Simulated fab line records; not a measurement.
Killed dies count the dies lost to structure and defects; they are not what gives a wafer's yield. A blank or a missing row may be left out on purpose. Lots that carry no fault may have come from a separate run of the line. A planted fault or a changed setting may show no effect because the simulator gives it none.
8D (eight disciplines) problem report, filled in by code    flow gf180mcu    the parts of the form that need people (team, actions taken, sign-off) are left out

== 1. PROBLEM STATEMENT ==
Wafers without a fault read 160.35 W, standard deviation 0.12; heater-power-total-W at GF_VT_IMPLANT_DEHYDRATE_00 reads a mean of 149.83 W on 6 wafers belonging to 2 lots. Measured from the usual mean, that is -88 standard deviations.
The step: time 60 s.
First observed at day 10 08:38: wafer L160.1, on litho-track-04. The record holds 42 wafers of 14 lots with a number at this step. Rule for "out", or "out of limits": more than 4 standard deviations from the usual mean. Any other wafer with a number is counted as sound.

== 2. WHAT IT IS, WHAT IT ISN'T ==
question                     is                                  is not
which readings at this step  heater-power-total-W, plate-temp-C  -
which lots                   L160, L162                          L141, L142, L143, L145, L147, L148, L150, L151, L154, L155, L156, L157
which wafers of those lots   all that have a number              -
read on which tools          litho-track-04                      litho-track-01, litho-track-02
when                         from day 10 08:38                   up to then (36 sound wafers)

== 3. THE SUSPECTS, EACH WITH WHAT RULES IT OUT ==
Counting: a tool at a process step up to the reading stays a suspect if it ran every lot that is out and no sound lot after the first of them.
- litho-track-04 at GF_VT_IMPLANT_DEHYDRATE_00 (time 60 s): kept. It ran every lot that is out, first L160 (day 10 08:38), and no sound lot after that; its last sound lot up to then is L151 (day 8 03:19). Out on those wafers are its own readings of heater-power-total-W, plate-temp-C.
Left after counting: litho-track-04 at GF_VT_IMPLANT_DEHYDRATE_00.

== 4. THE CAUSE (what the simulator had put in) ==
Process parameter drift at GF_VT_IMPLANT_DEHYDRATE_00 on litho-track-04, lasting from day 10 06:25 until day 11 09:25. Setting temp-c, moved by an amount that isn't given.
This tool alone remained once counting was done.

== 5. SEQUENCE OF EFFECTS, ordered by route ==
Each row: a reading where the mean over the struck wafers with a number is more than 3 standard deviations away from the usual. Only readings for which the record gives a usual standard deviation are gone through. hours: the time from each lot's start at the first step in this table that gives one to its start at this step, as a median over the lots. sigmas: the change in usual standard deviations.
hours  step                        reading               usual     on struck wafers  change  sigmas
0      GF_VT_IMPLANT_DEHYDRATE_00  heater-power-total-W  160.35 W  149.83            -10.52  -88
0      GF_VT_IMPLANT_DEHYDRATE_00  plate-temp-C          200.03 C  189.70            -10.33  -65
Here are the process steps it includes:
- GF_VT_IMPLANT_DEHYDRATE_00: time 60 s.

== 6. WHAT WOULD HAVE CAUGHT IT SOONER ==
2 hours passed between the start of the fault at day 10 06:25 and the first reading out of limits in this record, taken at day 10 08:38.
